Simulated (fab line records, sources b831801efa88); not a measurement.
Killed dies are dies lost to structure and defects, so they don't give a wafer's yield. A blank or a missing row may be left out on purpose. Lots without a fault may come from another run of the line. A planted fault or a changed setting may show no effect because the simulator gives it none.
fab line records | flow sky130 | part 2 of 2: steps 29 to 43 of 43
record lots=5 wafers=15 last_day=50
route steps=708 shown LDD_N@238 LDD_P@255 LDD_HVN@267 LDD_HVP@278
lots that met no fault: from a run of the same line without faults
start_h: hours from the record's first day to the start of the lot's first wafer shown | wait_h: hours since the lot's step before | " the same as in the row above | L1.1+2: a row that stands for several wafers | - no value, or no start given | * or withheld: withheld | < > ~ a bound
route shown NAME@n: a module of which the file shows steps, and the number in the route of the first | usual: mean/standard deviation of fault-free wafers | same: alike in all rows | chamber/n: place in a boat | sites: the reading at each site | _std_site: their standard deviation | _edge_site: outer sites' mean less inner sites' | radius_mm: how far each site lies from the wafer's centre | mask NAME#n: copy n | behind: the tool/chamber that last shaped the wafer | hold: why the lot was held/for how many hours/how that ended | device: the transistor (n, p or np) that didn't switch | end of line: the same wafers' tests at the end of the route | a step without rows: its recipe alone | killed: dies lost to structure and defects at the first sort, not the wafer's yield | map: a wafer's dies, x killed, . not, _ none there
set.NAME: the setting as run; set.NAME@STEP: as run at that earlier step | model.NAME: the simulator's own value behind a step, which no gauge read
lots at some steps of the route; a table a step, a row a wafer
services: from which hour (start_h, from the record's first day; less than 0 if before it) a tool's chamber was out of use, for how many hours, and why
## steps
# step SKY_LDD_P_TW_MEAS_11
# usual LDD_P_TW=632/3.6
# columns lot.wafer tool chamber start_h wait_h LDD_P_TW
L082.2 film_metro-03 - 515.44 0.1 636
L082.3 " - " " 629
L082.6 " - " " 631
L083.1 film_metro-01 - 518.52 0.1 630
L083.2 " - " " 632
L083.3 " - " " 630
L092.1 film_metro-03 - 580.12 0.1 630
L092.3 " - " " 628
L092.4 " - " " 630
L094.1 film_metro-03 - 609.88 0.1 630
L094.3 " - " " 634
L094.4 " - " " 635
L095.1 film_metro-02 - 613.47 0.1 637
L095.3 " - " " 637
L095.5 " - " " 638
# step SKY_LDD_HVN_DEHYDRATE_00
# recipe temp_c=200 time_s=60
# columns lot.wafer tool chamber start_h wait_h
L082.2+3+6 litho_track-01 0 527.63 12.2
L083.1+2+3 litho_track-02 0 533.42 14.9
L092.1+3+4 litho_track-02 0 594.92 14.8
L094.1+3+4 litho_track-02 0 624.22 14.3
L095.1+3+5 litho_track-02 0 628.52 15.0
# step SKY_LDD_HVN_HMDS_01
# recipe prime_time_s=60 prime_temp_c=120
# columns lot.wafer tool chamber start_h wait_h
L082.2+3+6 litho_track-01 0 527.78 0.1
L083.1+2+3 litho_track-02 0 533.57 0.1
L092.1+3+4 litho_track-02 0 595.07 0.1
L094.1+3+4 litho_track-02 0 624.37 0.1
L095.1+3+5 litho_track-02 0 628.67 0.1
# step SKY_LDD_HVN_COAT_02
# recipe resist=NOVOLAK spin_rpm=3000 resist_thk_nm=300
# columns lot.wafer tool chamber start_h wait_h
L082.2+3+6 litho_track-01 0 527.93 0.1
L083.1+2+3 litho_track-02 0 533.72 0.1
L092.1+3+4 litho_track-02 0 595.22 0.1
L094.1+3+4 litho_track-02 0 624.52 0.1
L095.1+3+5 litho_track-02 0 628.82 0.1
# step SKY_LDD_HVN_SOFTBAKE_03
# recipe temp_c=90 time_s=60 resist=NOVOLAK
# columns lot.wafer tool chamber start_h wait_h
L082.2+3+6 litho_track-01 0 528.08 0.1
L083.1+2+3 litho_track-02 0 533.87 0.1
L092.1+3+4 litho_track-02 0 595.37 0.1
L094.1+3+4 litho_track-02 0 624.67 0.1
L095.1+3+5 litho_track-02 0 628.97 0.1
# step SKY_LDD_HVN_EXPOSE_04
# recipe mask_id=HVNTM na=0.6 source_shape=conventional sigma_outer=0.6 polarization=unpolarized target_cd_nm=700 dose_mj=127
# columns lot.wafer tool chamber start_h wait_h mask
L082.2+3+6 iline_stepper-02 0 - - HVNTM#0
L083.1+2+3 iline_stepper-02 0 - - HVNTM#0
L092.1+3+4 iline_stepper-02 0 - - HVNTM#0
L094.1+3+4 iline_stepper-02 0 - - HVNTM#0
L095.1+3+5 iline_stepper-01 0 - - HVNTM#0
# step SKY_LDD_HVN_PEB_05
# recipe temp_c=withheld time_s=* resist=NOVOLAK
# columns lot.wafer tool chamber start_h wait_h
L082.2+3+6 litho_track-03 0 - -
L083.1+2+3 litho_track-03 0 - -
L092.1+3+4 litho_track-03 0 - -
L094.1+3+4 litho_track-02 0 - -
L095.1+3+5 litho_track-01 0 - -
# step SKY_LDD_HVN_DEVELOP_06
# recipe resist=NOVOLAK developer=TMAH develop_time_s=60 dev_temp_c=23
# columns lot.wafer tool chamber start_h wait_h
L082.2+3+6 litho_track-03 0 544.89 0.1
L083.1+2+3 litho_track-03 0 548.37 0.1
L092.1+3+4 litho_track-03 0 608.92 0.1
L094.1+3+4 litho_track-02 0 638.67 0.1
L095.1+3+5 litho_track-01 0 642.05 0.1
# step SKY_LDD_HVN_OVL_MEAS_07
# usual LDD_HVN_OVL=1.1/1.3
# columns lot.wafer tool chamber start_h wait_h LDD_HVN_OVL[nm]
L082.2 overlay-02 - 545.03 0.1 -0.1
L082.3 " - " " -0.8
L082.6 " - " " 0.4
L083.1 overlay-01 - 548.52 0.1 0.8
L083.2 " - " " 0.7
L083.3 " - " " 2.9
L092.1 overlay-02 - 609.07 0.1 1.4
L092.3 " - " " 0.2
L092.4 " - " " 0.8
L094.1 overlay-01 - 638.82 0.1 -1.1
L094.3 " - " " 0.6
L094.4 " - " " 1.9
L095.1 overlay-02 - 642.20 0.1 1.0
L095.3 " - " " 0.8
L095.5 " - " " 0.4
# step SKY_LDD_HVN_IMPLANT_08
# recipe species=P energy_kev=60 dose_cm2=3e+13 tilt_deg=40
# usual beam_on_s=9.98/0.2 dose_ions_cm2=3e+13/3.1e+10
# columns lot.wafer tool chamber start_h wait_h beam_on_s dose_ions_cm2
L082.2 implanter-02 0 545.08 0.0 9.97 2.998e+13
L082.3 " 0 " " 9.94 3.002e+13
L082.6 " 0 " " 9.97 2.998e+13
L083.1 implanter-04 0 548.55 0.0 9.92 2.999e+13
L083.2 " 0 " " 9.89 2.998e+13
L083.3 " 0 " " 9.62 2.999e+13
L092.1 implanter-04 0 609.10 0.0 9.88 3.004e+13
L092.3 " 0 " " 10.08 2.995e+13
L092.4 " 0 " " 9.73 2.999e+13
L094.1 implanter-02 0 638.86 0.0 9.96 3e+13
L094.3 " 0 " " 9.75 2.997e+13
L094.4 " 0 " " 9.82 2.999e+13
L095.1 implanter-04 0 642.24 0.0 9.71 3e+13
L095.3 " 0 " " 9.75 3e+13
L095.5 " 0 " " 9.90 2.996e+13
# step SKY_LDD_HVN_STRIP_09
# recipe chemistry=O2/N2 power_w=1400 pressure_mtorr=1500 platen_temp_c=withheld o2_flow_sccm=3000 n2_flow_sccm=300 overash_fraction=0.5
# usual drypump_motor_current_A=5.7/0.43 oes_product_au=0.408/0.0043 strip_time_to_endpoint_s=4.133/0.014
# columns lot.wafer tool chamber start_h wait_h drypump_motor_current_A oes_product_au rf_hours_counter_h strip_time_to_endpoint_s
L082.2 plasma_asher-01 1 545.21 0.1 5.3 0.402 45 4.118
L082.3 " 1 " " 5.3 0.411 - 4.133
L082.6 " 0 " " 6.0 0.414 - 4.121
L083.1 plasma_asher-04 0 548.71 0.1 6.7 0.412 68 4.129
L083.2 " 1 " " 5.0 0.406 68 4.123
L083.3 " 0 " " 6.7 0.409 - 4.129
L092.1 plasma_asher-01 0 609.25 0.1 6.0 0.414 52 4.162
L092.3 " 0 " " 6.0 0.414 - 4.140
L092.4 " 1 " " 5.4 0.413 - 4.131
L094.1 plasma_asher-01 0 639.01 0.1 6.0 0.408 55 4.131
L094.3 " 0 " " 6.0 0.406 - 4.107
L094.4 " 1 " " 5.4 0.406 - 4.111
L095.1 plasma_asher-04 0 642.39 0.1 6.7 0.415 77 4.113
L095.3 " 0 " " 6.7 0.401 - 4.138
L095.5 " 0 " " 6.7 0.404 - 4.116
# step SKY_LDD_HVN_TW_MEAS_10
# usual LDD_HVN_TW=1432/11
# columns lot.wafer tool chamber start_h wait_h LDD_HVN_TW
L082.2 film_metro-03 - 545.42 0.2 1428
L082.3 " - " " 1424
L082.6 " - " " 1425
L083.1 film_metro-04 - 548.80 0.1 1444
L083.2 " - " " 1449
L083.3 " - " " 1442
L092.1 film_metro-04 - 609.35 0.1 1441
L092.3 " - " " 1442
L092.4 " - " " 1444
L094.1 film_metro-03 - 639.11 0.1 1420
L094.3 " - " " 1425
L094.4 " - " " 1423
L095.1 film_metro-01 - 642.49 0.1 1438
L095.3 " - " " 1435
L095.5 " - " " 1440
# step SKY_LDD_HVP_DEHYDRATE_00
# recipe temp_c=200 time_s=60
# columns lot.wafer tool chamber start_h wait_h
L082.2+3+6 litho_track-02 0 557.15 11.7
L083.1+2+3 litho_track-02 0 563.32 14.5
L092.1+3+4 litho_track-04 0 623.56 14.2
L094.1+3+4 litho_track-03 0 653.12 14.0
L095.1+3+5 litho_track-02 0 656.47 14.0
# step SKY_LDD_HVP_HMDS_01
# recipe prime_time_s=60 prime_temp_c=120
# columns lot.wafer tool chamber start_h wait_h
L082.2+3+6 litho_track-02 0 557.30 0.1
L083.1+2+3 litho_track-02 0 563.47 0.1
L092.1+3+4 litho_track-04 0 623.71 0.1
L094.1+3+4 litho_track-03 0 653.27 0.1
L095.1+3+5 litho_track-02 0 656.62 0.1
# step SKY_LDD_HVP_COAT_02
# recipe resist=NOVOLAK spin_rpm=3000 resist_thk_nm=300
# columns lot.wafer tool chamber start_h wait_h
L082.2+3+6 litho_track-02 0 557.45 0.1
L083.1+2+3 litho_track-02 0 563.62 0.1
L092.1+3+4 litho_track-04 0 623.86 0.1
L094.1+3+4 litho_track-03 0 653.42 0.1
L095.1+3+5 litho_track-02 0 656.77 0.1
## services
# columns tool chamber start_h hours kind
implanter-03 - 442.39 1.7 repair
iline_stepper-01 - 463.11 14.6 repair
plasma_asher-04 - 467.01 15.6 pm
implanter-03 - 479.51 2.2 repair
iline_stepper-01 - 483.14 19.7 repair
plasma_asher-01 - 486.39 2.0 repair
iline_stepper-02 - 502.88 1.7 pm
implanter-04 - 506.64 1.2 repair
implanter-04 - 509.32 2.1 repair
iline_stepper-01 - 542.25 2.1 pm
plasma_asher-04 - 552.31 5.8 repair
implanter-04 - 578.94 2.0 repair
implanter-03 - 589.14 5.3 repair
iline_stepper-01 - 593.59 8.9 pm
implanter-02 - 605.11 8.5 repair
implanter-04 - 612.11 1.8 repair
iline_stepper-02 - 616.03 4.4 pm
implanter-02 - 632.39 1.1 repair
implanter-04 - 633.97 1.7 repair
implanter-04 - 638.94 0.8 repair
implanter-02 - 644.47 3.8 repair
implanter-02 - 648.23 5.3 pm
iline_stepper-01 - 649.53 1.7 pm
implanter-02 - 653.62 2.4 repair
